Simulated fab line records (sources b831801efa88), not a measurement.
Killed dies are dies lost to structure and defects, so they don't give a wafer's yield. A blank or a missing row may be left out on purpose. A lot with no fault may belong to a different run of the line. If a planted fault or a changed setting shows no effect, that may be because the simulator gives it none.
What tool caused it? || flow sky130 || Sampling: 11 lots, 33 wafers, 4 of 708 route steps

## WHAT EACH GAUGE READ, for each wafer
SKY_LI_CONTACT_THK_MEAS_01.
{"lot": "L515", "measured": "day 27 19:05", "on": "film_metro-01", "LI_CONTACT_HDPCVD_THK (nm)": "936 936 936"}
{"lot": "L516", "measured": "day 28 07:13", "on": "film_metro-01", "LI_CONTACT_HDPCVD_THK (nm)": "928 939 915"}
{"lot": "L519", "measured": "day 29 08:35", "on": "film_metro-03", "LI_CONTACT_HDPCVD_THK (nm)": "929 929 931"}
{"lot": "L520", "measured": "day 29 18:35", "on": "film_metro-03", "LI_CONTACT_HDPCVD_THK (nm)": "934 940 936"}
{"lot": "L521", "measured": "day 30 06:59", "on": "film_metro-03", "LI_CONTACT_HDPCVD_THK (nm)": "934 944 927"}
{"lot": "L522", "measured": "day 31 07:40", "on": "film_metro-02", "LI_CONTACT_HDPCVD_THK (nm)": "923 928 922"}
{"lot": "L525", "measured": "day 31 15:38", "on": "film_metro-03", "LI_CONTACT_HDPCVD_THK (nm)": "933 938 936"}
{"lot": "L529", "measured": "day 33 00:49", "on": "film_metro-02", "LI_CONTACT_HDPCVD_THK (nm)": "1295 1296 1295"}
{"lot": "L530", "measured": "day 33 07:47", "on": "film_metro-02", "LI_CONTACT_HDPCVD_THK (nm)": "1302 1301 1297"}
{"lot": "L532", "measured": "day 34 07:02", "on": "film_metro-01", "LI_CONTACT_HDPCVD_THK (nm)": "1302 1300 1298"}
{"lot": "L536", "measured": "day 35 01:40", "on": "film_metro-02", "LI_CONTACT_HDPCVD_THK (nm)": "940 915 936"}

## WHICH TOOL RAN EACH LOT (tool, then ch and the chambers of the sampled wafers, then the start)
{"lot": "L515", "SKY_POLY_CUT_STRIP_12": "plasma_asher-03 ch 0,1, day 24 02:59", "SKY_SD_N_STRIP_11": "plasma_asher-02 ch 0,1, day 27 18:13", "SKY_LI_CONTACT_HDPCVD_00": "hdpcvd-01 ch 0,1,2, day 27 18:59"}
{"lot": "L516", "SKY_POLY_CUT_STRIP_12": "plasma_asher-01 ch 0,1, day 24 13:38", "SKY_SD_N_STRIP_11": "plasma_asher-03 ch 0,1, day 28 06:21", "SKY_LI_CONTACT_HDPCVD_00": "hdpcvd-01 ch 0,1,2, day 28 07:05"}
{"lot": "L519", "SKY_POLY_CUT_STRIP_12": "plasma_asher-03 ch 0,1, day 25 17:27", "SKY_SD_N_STRIP_11": "plasma_asher-03 ch 0,1, day 29 07:43", "SKY_LI_CONTACT_HDPCVD_00": "hdpcvd-01 ch 0,1,2, day 29 08:29"}
{"lot": "L520", "SKY_POLY_CUT_STRIP_12": "plasma_asher-03 ch 0,1, day 26 02:38", "SKY_SD_N_STRIP_11": "plasma_asher-02 ch 0,1, day 29 17:43", "SKY_LI_CONTACT_HDPCVD_00": "hdpcvd-02 ch 0,1,2, day 29 18:29"}
{"lot": "L521", "SKY_POLY_CUT_STRIP_12": "plasma_asher-01 ch 0,1, day 26 16:53", "SKY_SD_N_STRIP_11": "plasma_asher-02 ch 0,1, day 30 06:07", "SKY_LI_CONTACT_HDPCVD_00": "hdpcvd-02 ch 1,2, day 30 06:53"}
{"lot": "L522", "SKY_POLY_CUT_STRIP_12": "plasma_asher-01 ch 0,1, day 27 18:26", "SKY_SD_N_STRIP_11": "plasma_asher-02 ch 0,1, day 31 06:47", "SKY_LI_CONTACT_HDPCVD_00": "hdpcvd-01 ch 0,2, day 31 07:34"}
{"lot": "L525", "SKY_POLY_CUT_STRIP_12": "plasma_asher-02 ch 0,1, day 28 03:27", "SKY_SD_N_STRIP_11": "plasma_asher-03 ch 0,1, day 31 14:46", "SKY_LI_CONTACT_HDPCVD_00": "hdpcvd-02 ch 0,2, day 31 15:32"}
{"lot": "L529", "SKY_POLY_CUT_STRIP_12": "plasma_asher-01 ch 0,1, day 29 11:47", "SKY_SD_N_STRIP_11": "plasma_asher-03 ch 0,1, day 32 23:56", "SKY_LI_CONTACT_HDPCVD_00": "hdpcvd-01 ch 0,1,2, day 33 00:44"}
{"lot": "L530", "SKY_POLY_CUT_STRIP_12": "plasma_asher-03 ch 0, day 29 19:20", "SKY_SD_N_STRIP_11": "plasma_asher-02 ch 1, day 33 06:55", "SKY_LI_CONTACT_HDPCVD_00": "hdpcvd-01 ch 0,1, day 33 07:41"}
{"lot": "L532", "SKY_POLY_CUT_STRIP_12": "plasma_asher-02 ch 0,1, day 30 18:41", "SKY_SD_N_STRIP_11": "plasma_asher-03 ch 1, day 34 06:10", "SKY_LI_CONTACT_HDPCVD_00": "hdpcvd-01 ch 0,1,2, day 34 06:55"}
{"lot": "L536", "SKY_POLY_CUT_STRIP_12": "plasma_asher-03 ch 0,1, day 31 13:23", "SKY_SD_N_STRIP_11": "plasma_asher-03 ch 0,1, day 35 00:49", "SKY_LI_CONTACT_HDPCVD_00": "hdpcvd-02 ch 1,2, day 35 01:34"}
- SKY_POLY_CUT_STRIP_12: strips in O2/N2.
- SKY_SD_N_STRIP_11: strips in O2/N2.
- SKY_LI_CONTACT_HDPCVD_00: deposits PSG, target thk 930 nm, time 155 s.

## THE ANSWER, worked out from the rows above alone
Rule: the usual values come from the lots themselves. Put in order of their means at a reading, lots are off if they are a third of the lots or fewer, leave a main group of 4 or more, and stand apart from it by a gap of 3 or more times the standard deviation of the main group's means; of several such gaps the widest counts. A main group whose means are all the same, to the digits that the tables above print for the reading, isn't used. Also off: a lot with no number at a reading for which 4 or more lots have one. The other lots that the step has rows for count as sound.
Off: L529, L530, L532, seen at SKY_LI_CONTACT_THK_MEAS_01 (LI_CONTACT_HDPCVD_THK). Mean 932 nm and standard deviation 4.3 in the main group.
If a tool, at a process step before that reading, ran all the lots that are off and no sound lot after the first of them, it fits. The gauges at SKY_LI_CONTACT_THK_MEAS_01 are tried like those tools. One candidate fits, namely hdpcvd-01 at SKY_LI_CONTACT_HDPCVD_00. A fault onset in the window from L522 (day 31 07:34, its last sound lot) to L529 (day 33 00:44, its first lot off) fits.

## WHAT WAS PUT IN BY THE SIMULATOR
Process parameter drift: hdpcvd-01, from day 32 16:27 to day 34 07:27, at SKY_LI_CONTACT_HDPCVD_00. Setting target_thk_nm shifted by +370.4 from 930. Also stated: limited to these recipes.
Shown lots that were struck: L529, L530, L532. This agrees with what the rule above found.
